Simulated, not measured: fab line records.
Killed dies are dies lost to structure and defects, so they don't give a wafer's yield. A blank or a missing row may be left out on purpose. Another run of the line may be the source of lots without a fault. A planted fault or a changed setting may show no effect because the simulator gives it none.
Code-filled problem report in 8D (eight disciplines) form	flow gf180mcu	the parts of the form that need people (team, actions taken, sign-off) are left out

== 1. PROBLEM STATEMENT ==
Across 6 wafers from 2 lots, V3_W_RS at GF_V3_RS_MEAS_24 averages 0.394 ohm/sq, while fault-free wafers read 0.327 ohm/sq with a standard deviation of 0.0043. Measured from the usual mean, that is +16 standard deviations.
The step: measures by four-point-probe.
First observed at day 26 14:47: wafer L409.1, on film metro-01. The record has a number at this step for 33 wafers belonging to 11 lots. Rule for "out", or "out of limits": more than 4 standard deviations from the usual mean. All remaining wafers that have a number are taken as sound.

== 2. WHAT IT IS, WHAT IT ISN'T ==
question	is	is not
which readings at this step	V3_W_RS	-
which lots	L409, L410	L398, L399, L403, L404, L405, L407, L408, L419, L420
which wafers of those lots	all that have a number	-
read on which gauges	film metro-01, film metro-02	film metro-04
when	from day 26 14:47	up to then (21 sound wafers); but 6 sound wafers of L419, L420 came after

== 3. SUSPECTS, AND WHAT RULES EACH OUT ==
Counting: any tool at a process step up to the reading is kept as a suspect provided that every lot that is out went through it and no sound lot did after the first of them.
- ruled out: the gauge at GF_V3_RS_MEAS_24. Those wafers that are out were read across 2 gauges (film metro-01, film metro-02).
- cvd w-02 at GF_V3_CVD_23 (deposits W, target thk 350 nm, time 104.9 s): ruled out as a lasting fault. Following L409 (day 26 14:40), the first lot on it that is out, the sound lots L420 were run on it.
Left after counting: nothing in the record.

== 4. THE CAUSE (what the simulator had put in) ==
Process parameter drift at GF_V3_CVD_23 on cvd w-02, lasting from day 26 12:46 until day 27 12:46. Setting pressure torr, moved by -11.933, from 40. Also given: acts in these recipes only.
The count ruled it out by mistake, since the rule takes a fault to strike every lot its tool runs from the start of the fault on, and this one did not do so.

== 5. SEQUENCE OF EFFECTS, ordered by route ==
Rows list readings where the struck wafers' mean (over those with a number) sits beyond 3 standard deviations from the usual. Scope: only readings with a usual standard deviation given in the record; hours: median across lots of the time from each lot's start at the first step in this table that gives one to its start at this step; sigmas: change in usual standard deviations.
hours	step	reading	usual	on struck wafers	change	sigmas
0	GF_V3_CVD_23	chamber pressure Torr	40.01 Torr	27.98	-12.03	-99 or more
0	GF_V3_RS_MEAS_24	V3_W_RS	0.327 ohm/sq	0.394	+0.067	+16
0	GF_V3_THK_MEAS_25	V3_W_THK	357 nm	294	-63	-12
0	GF_V3_CMP_26	time to endpoint s	84 s	70	-14	-3.0
Process steps it contains:
- GF_V3_CVD_23: deposits W, target thk 350 nm, time 104.9 s.
- GF_V3_CMP_26: polishes, stops on SiO2, t overpolish 15 s, target thk 0 nm.
Later steps that measure or inspect, where all struck wafers having a row at the step show a number for every such reading and not one has moved that far: GF_M4_CD_MEAS_14.

== 6. WHAT WOULD HAVE CAUGHT IT SOONER ==
The first out-of-limits reading at a measuring or inspecting step in this record came at day 26 14:47, 2 hours after the fault's start at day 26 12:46.
Tool's own readings at GF_V3_CVD_23, chamber pressure Torr: out on all struck wafers the step has rows for; an alarm limit on them would have tripped on the first.
